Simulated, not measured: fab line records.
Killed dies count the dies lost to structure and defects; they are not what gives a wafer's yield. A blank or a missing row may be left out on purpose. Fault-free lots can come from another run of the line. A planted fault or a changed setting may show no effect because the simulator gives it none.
fab line records | flow sky130
record lots=6 wafers=18 last-day=50
route steps=708 shown LDD_HVN@275 LDD_HVP@278 LDD_LDN@289
lots with no fault: from the same line, run without faults
start-h: start of the lot's first displayed wafer, in hours after the record's first day | wait-h: how many hours have passed since the lot's step before this one | " as in the row above | L1.1+2: several wafers, shown together as one row | - no value present, or no start provided | * or withheld: withheld | < > ~ a bound
route shown NAME@n: names a module that has steps shown in the file, with the first one's number in the route | usual: mean/standard deviation of fault-free wafers | same: alike in all rows | chamber/n: place in a boat | sites: the reading at each site | _std_site: the values' standard deviation | _edge_site: outer sites' mean less inner sites' | radius-mm: how far each site lies from the wafer's centre | mask NAME#n: copy n | behind: the tool/chamber that last shaped the wafer | hold: the reason the lot was held/the length of the hold in hours/how it ended | device: transistor that didn't switch, given as n, p or np | end of line: at the end of the route, the tests of the same wafers | step lacking rows: just its recipe | killed: the dies lost at the first sort to structure and to defects; this is not the yield of the wafer | map: dies across one wafer; x = killed, . = not, _ = none there
set.NAME: the run value of the setting; set.NAME@STEP: its run value at that earlier step | model.NAME: the simulator's own value behind a step, which no gauge read
lots at selected steps of the route; one table per step, one row per wafer
services: the hour from which a tool's chamber was out of use, counted from the record's first day as start-h (under 0 if before that day), plus the number of hours and why
## steps
# step SKY_LDD_HVN_IMPLANT_08
# recipe species=P energy-kev=60 dose-cm2=3e+13 tilt-deg=40
# step SKY_LDD_HVN_STRIP_09
# recipe chemistry=O2/N2 power-w=1400 pressure-mtorr=1500 platen-temp-c=withheld o2-flow-sccm=3000 n2-flow-sccm=300 overash-fraction=0.5
# usual chamber-pressure-mTorr=1500.2/1.5 drypump-motor-current-A=5.5/0.52 oes-product-au=0.409/0.0047 strip-time-to-endpoint-s=4.137/0.015
# columns lot.wafer tool chamber start-h wait-h chamber-pressure-mTorr drypump-motor-current-A oes-product-au rf-hours-counter-h strip-time-to-endpoint-s
L293.1 plasma-asher-02 1 462.63 0.1 1499.6 6.0 0.406 29 4.142
L293.3 " 0 " " 1500.9 6.4 0.412 - 4.146
L293.5 " 1 " " 1500.8 6.0 0.406 - 4.134
L296.2 plasma-asher-03 1 514.43 0.1 1500.6 5.4 0.406 79 4.151
L296.3 " 0 " " 1501.6 5.4 0.415 - 4.153
L296.5 " 0 " " 1498.1 5.4 0.408 - 4.152
L307.1 plasma-asher-03 0 593.63 0.1 1499.2 5.4 0.405 88 4.137
L307.4 " 0 " " 1498.7 5.4 0.404 - 4.127
L307.5 " 0 " " 1500.3 5.4 0.410 - 4.120
L308.1 plasma-asher-03 1 595.91 0.1 1499.8 5.3 0.407 88 4.107
L308.2 " 0 " " 1498.7 5.4 0.410 88 4.151
L308.3 " 0 " " 1497.6 5.4 0.415 - 4.139
L311.2 plasma-asher-03 0 637.63 0.1 1497.6 5.4 0.409 92 4.128
L311.3 " 1 " " 1498.2 5.4 0.412 - 4.135
L311.6 " 1 " " 1499.1 5.3 0.403 - 4.128
L315.2 plasma-asher-02 0 660.68 0.1 1500.0 6.4 0.409 49 4.144
L315.3 " 1 " " 1498.9 6.0 0.399 - 4.134
L315.6 " 0 " " 1497.9 6.4 0.417 - 4.150
# step SKY_LDD_HVN_TW_MEAS_10
# usual LDD_HVN_TW=1449/18
# columns lot.wafer tool chamber start-h wait-h LDD_HVN_TW
L293.1 film-metro-04 - 462.73 0.1 1437
L293.3 " - " " 1430
L293.5 " - " " 1432
L296.2 film-metro-01 - 514.54 0.1 1473
L296.3 " - " " 1470
L296.5 " - " " 1473
L307.1 film-metro-04 - 593.73 0.1 1435
L307.4 " - " " 1435
L307.5 " - " " 1431
L308.1 film-metro-01 - 596.01 0.1 1465
L308.2 " - " " 1470
L308.3 " - " " 1477
L311.2 film-metro-04 - 637.74 0.1 1427
L311.3 " - " " 1424
L311.6 " - " " 1424
L315.2 film-metro-04 - 660.79 0.1 1440
L315.3 " - " " 1434
L315.6 " - " " 1444
# step SKY_LDD_HVP_DEHYDRATE_00
# recipe temp-c=200 time-s=60
# step SKY_LDD_HVP_HMDS_01
# recipe prime-time-s=60 prime-temp-c=120
# step SKY_LDD_HVP_COAT_02
# recipe resist=NOVOLAK spin-rpm=3000 resist-thk-nm=300
# step SKY_LDD_HVP_SOFTBAKE_03
# recipe temp-c=90 time-s=60 resist=NOVOLAK
# step SKY_LDD_HVP_EXPOSE_04
# recipe mask-id=HVPTM na=0.6 source-shape=conventional sigma-outer=0.6 polarization=unpolarized target-cd-nm=700 dose-mj=86
# step SKY_LDD_HVP_PEB_05
# recipe temp-c=withheld time-s=* resist=NOVOLAK
# step SKY_LDD_HVP_DEVELOP_06
# recipe resist=NOVOLAK developer=TMAH develop-time-s=60 dev-temp-c=23
# step SKY_LDD_HVP_OVL_MEAS_07
# usual LDD_HVP_OVL=0.6/1.7
# columns lot.wafer tool chamber start-h wait-h LDD_HVP_OVL[nm]
L293.1 overlay-02 - 493.26 0.1 -1.8
L293.3 " - " " -0.3
L293.5 " - " " -2.6
L296.2 overlay-01 - 544.50 0.1 0.8
L296.3 " - " " 0.6
L296.5 " - " " 1.3
L307.1 overlay-02 - 622.95 0.1 1.7
L307.4 " - " " 0.7
L307.5 " - " " -1.4
L308.1 overlay-01 - 625.21 0.1 -0.6
L308.2 " - " " -1.4
L308.3 " - " " -0.2
L311.2 overlay-01 - 666.05 0.1 0.9
L311.3 " - " " 2.2
L311.6 " - " " 0.9
L315.2 overlay-01 - 688.60 0.1 0.9
L315.3 " - " " 2.3
L315.6 " - " " 2.9
# step SKY_LDD_HVP_IMPLANT_08
# recipe species=B energy-kev=20 dose-cm2=1.7e+13 tilt-deg=17.9
# step SKY_LDD_HVP_STRIP_09
# recipe chemistry=O2/N2 power-w=1400 pressure-mtorr=1500 platen-temp-c=withheld o2-flow-sccm=3000 n2-flow-sccm=300 overash-fraction=0.5
# usual chamber-pressure-mTorr=1499.9/1.3 drypump-motor-current-A=5.5/0.4 oes-product-au=0.408/0.0048 strip-time-to-endpoint-s=4.138/0.014
# columns lot.wafer tool chamber start-h wait-h chamber-pressure-mTorr drypump-motor-current-A oes-product-au rf-hours-counter-h strip-time-to-endpoint-s model.NOVOLAK_of_LDD_HVP_COAT_02.thk-nm
L293.1 plasma-asher-03 0 493.45 0.1 1500.1 5.4 0.405 77 4.116 0
L293.3 " 1 " " 1501.5 5.3 0.416 - 4.140 0
L293.5 " 0 " " 1500.8 5.4 0.409 - 4.138 0
L296.2 plasma-asher-02 1 544.68 0.1 1500.2 6.0 0.400 37 4.148 0
L296.3 " 0 " " 1498.7 6.4 0.416 - 4.141 0
L296.5 " 0 " " 1499.5 6.4 0.412 - 4.141 0
L307.1 plasma-asher-01 1 623.13 0.1 - - - - - 299.1
L307.4 " 0 " " - - - - - 299.2
L307.5 " 1 " " - - - - - 300.3
L308.1 plasma-asher-03 1 625.40 0.1 - - - - - 298.2
L308.2 " 0 " " - - - - - 299.2
L308.3 " 0 " " - - - - - 298.4
L311.2 plasma-asher-02 0 666.23 0.1 1498.9 6.4 0.415 49 4.151 0
L311.3 " 0 " " 1501.2 6.4 0.412 - 4.168 0
L311.6 " 1 " " 1503.4 6.0 0.406 - 4.132 0
L315.2 plasma-asher-03 0 688.78 0.1 1500.8 5.4 0.407 97 4.156 0
L315.3 " 0 " " 1500.4 5.4 0.409 - 4.129 0
L315.6 " 1 " " 1499.2 5.4 0.412 - 4.132 0
# step SKY_LDD_HVP_TW_MEAS_10
# usual LDD_HVP_TW=455.0/2.4
# columns lot.wafer tool chamber start-h wait-h LDD_HVP_TW
L293.1 film-metro-03 - 493.55 0.1 459.0
L293.3 " - " " 460.0
L293.5 " - " " 459.9
L296.2 film-metro-03 - 544.79 0.1 457.7
L296.3 " - " " 455.0
L296.5 " - " " 456.2
L307.1 film-metro-04 - 623.23 0.1 457.1
L307.4 " - " " 455.3
L307.5 " - " " 454.9
L308.1 film-metro-04 - 625.50 0.1 454.1
L308.2 " - " " 452.6
L308.3 " - " " 455.3
L311.2 film-metro-04 - 666.34 0.1 457.0
L311.3 " - " " 456.7
L311.6 " - " " 458.1
L315.2 film-metro-04 - 688.89 0.1 449.9
L315.3 " - " " 453.7
L315.6 " - " " 454.1
# step SKY_LDD_LDN_DEHYDRATE_00
# recipe temp-c=200 time-s=60
# step SKY_LDD_LDN_HMDS_01
# recipe prime-time-s=60 prime-temp-c=120
# step SKY_LDD_LDN_COAT_02
# recipe resist=NOVOLAK spin-rpm=3000 resist-thk-nm=1140
# step SKY_LDD_LDN_SOFTBAKE_03
# recipe temp-c=90 time-s=60 resist=NOVOLAK
# step SKY_LDD_LDN_EXPOSE_04
# recipe mask-id=LDNTM na=0.6 source-shape=conventional sigma-outer=0.6 polarization=unpolarized target-cd-nm=700 dose-mj=140
# step SKY_LDD_LDN_PEB_05
# recipe temp-c=withheld time-s=* resist=NOVOLAK
# step SKY_LDD_LDN_DEVELOP_06
# recipe resist=NOVOLAK developer=TMAH develop-time-s=60 dev-temp-c=23
# step SKY_LDD_LDN_OVL_MEAS_07
# usual LDD_LDN_OVL=-0.7/1.1
# columns lot.wafer tool chamber start-h wait-h LDD_LDN_OVL[nm]
L293.1 overlay-01 - 523.86 0.1 -0.6
L293.3 " - " " -2.0
L293.5 " - " " -0.9
L296.2 overlay-01 - 574.30 0.1 -0.7
L296.3 " - " " 0.3
L296.5 " - " " 0.7
L307.1 overlay-02 - 651.34 0.1 -0.3
L307.4 " - " " -0.3
L307.5 " - " " -0.1
L308.1 overlay-01 - 654.01 0.1 -0.4
L308.2 " - " " -1.1
L308.3 " - " " 1.2
L311.2 overlay-01 - 694.00 0.1 -0.7
L311.3 " - " " -0.1
L311.6 " - " " 0.5
L315.2 overlay-01 - 715.95 0.1 -0.9
L315.3 " - " " -0.3
L315.6 " - " " -0.5
# step SKY_LDD_LDN_IMPLANT_08
# recipe species=As energy-kev=15 dose-cm2=1.25e+13 tilt-deg=withheld rotation-deg=23
# step SKY_LDD_LDN_IMPLANT_09
# recipe species=As energy-kev=15 dose-cm2=1.25e+13 tilt-deg=withheld rotation-deg=113
# step SKY_LDD_LDN_IMPLANT_10
# recipe species=As energy-kev=15 dose-cm2=1.25e+13 tilt-deg=withheld rotation-deg=203
# step SKY_LDD_LDN_IMPLANT_11
# recipe species=As energy-kev=15 dose-cm2=1.25e+13 tilt-deg=withheld rotation-deg=293
# step SKY_LDD_LDN_STRIP_12
# recipe chemistry=O2/N2 power-w=1400 pressure-mtorr=1500 platen-temp-c=withheld o2-flow-sccm=3000 n2-flow-sccm=300 overash-fraction=0.5
# usual chamber-pressure-mTorr=1500.0/1.3 drypump-motor-current-A=5.5/0.58 oes-product-au=0.715/0.0046 strip-time-to-endpoint-s=14.18/0.037
# columns lot.wafer tool chamber start-h wait-h chamber-pressure-mTorr drypump-motor-current-A oes-product-au rf-hours-counter-h strip-time-to-endpoint-s
L293.1 plasma-asher-02 0 524.50 0.1 1498.5 6.4 0.720 35 14.13
L293.3 " 0 " " 1500.9 6.5 0.719 - 14.15
L293.5 " 1 " " 1501.8 6.0 0.719 - 14.10
L296.2 plasma-asher-02 0 574.93 0.1 1499.6 6.5 0.706 40 14.16
L296.3 " 0 " " 1499.5 6.4 0.712 - 14.15
L296.5 " 1 " " 1496.4 6.0 0.711 - 14.18
L307.1 plasma-asher-01 1 651.98 0.1 1499.9 5.0 0.708 88 18.74
L307.4 " 1 " " 1500.3 5.0 0.710 - 18.73
L307.5 " 1 " " 1501.0 5.0 0.723 - 18.76
L308.1 plasma-asher-01 1 654.65 0.1 1499.2 5.0 0.723 88 18.68
L308.2 " 0 " " 1499.3 5.7 0.716 88 18.72
L308.3 " 1 " " 1497.8 5.0 0.712 - 18.71
L311.2 plasma-asher-04 1 694.63 0.1 1498.1 5.8 0.721 26 14.13
L311.3 " 1 " " 1500.0 5.8 0.709 - 14.11
L311.6 " 0 " " 1500.2 4.7 0.718 - 14.14
L315.2 plasma-asher-02 0 716.58 0.1 1497.1 6.4 0.705 54 14.20
L315.3 " 1 " " 1499.9 6.0 0.718 - 14.21
L315.6 " 0 " " 1500.2 6.4 0.716 - 14.23
# step SKY_LDD_LDN_TW_MEAS_13
# usual LDD_LDN_TW=1480/14
# columns lot.wafer tool chamber start-h wait-h LDD_LDN_TW
L293.1 film-metro-01 - 524.60 0.1 1517
L293.3 " - " " 1510
L293.5 " - " " 1511
L296.2 film-metro-04 - 575.04 0.1 1466
L296.3 " - " " 1469
L296.5 " - " " 1466
L307.1 film-metro-03 - 652.08 0.1 30
L307.4 " - " " 30
L307.5 " - " " 30
L308.1 film-metro-04 - 654.75 0.1 30
L308.2 " - " " 30
L308.3 " - " " 30
L311.2 film-metro-03 - 694.74 0.1 1475
L311.3 " - " " 1473
L311.6 " - " " 1468
L315.2 film-metro-04 - 716.69 0.1 1472
L315.3 " - " " 1468
L315.6 " - " " 1464
# step SKY_LDD_LDN_CLEAN_14
# recipe chemistry=SC1/SC2 mix=1:4:20 temp-c=70 time-s=150 dry=n2-spin
## services
# columns tool chamber start-h hours kind
plasma-asher-01 - 454.53 1.9 repair
plasma-asher-04 - 461.21 0.4 repair
plasma-asher-04 - 475.84 2.6 repair
plasma-asher-03 - 489.10 1.6 repair
plasma-asher-02 - 509.18 1.6 repair
plasma-asher-02 - 531.96 2.9 repair
plasma-asher-03 - 533.84 0.4 repair
plasma-asher-02 - 559.04 0.4 repair
plasma-asher-01 - 591.89 2.8 pm
plasma-asher-02 - 673.16 2.3 repair
plasma-asher-02 - 687.32 2.1 repair
## key
first-sign step=SKY_LDD_HVP_STRIP_09 reading=tool-record direction=missing
effect step=SKY_LDD_LDN_STRIP_12 reading=strip-time-to-endpoint-s direction=up sigmas=99+ usual=* struck=*
effect step=SKY_LDD_LDN_TW_MEAS_13 reading=LDD_LDN_TW direction=down sigmas=99+ usual=1480 struck=30
model-effect step=SKY_LDD_HVP_STRIP_09 value=NOVOLAK_of_LDD_HVP_COAT_02.thk-nm without=0 struck=299.1
met-at SKY_LDD_HVP_STRIP_09
struck-wafers L307.1,L307.4,L307.5,L308.1,L308.2,L308.3
sort-left-out L307.1,L307.4,L307.5,L308.1,L308.2,L308.3
tester-left-out L307,L308
onset-between 493.45 623.13
fault kind=skipped-step-whole tool=plasma-asher-01,plasma-asher-03 chamber=- onset-h=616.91 steps=SKY_LDD_HVP_STRIP_09 scope=struck-lots-only
# tester-left-out: of these lots the tester's yield and bins aren't shown, on N5 and GAA mostly nor the transistor test; their killed dies are dies lost to structure and defects alone, not to doping, threshold or leakage, so they don't give the yield
# sort-left-out: the simulated sort isn't trusted on such a fault, so these wafers' sort isn't shown, and their yield isn't known
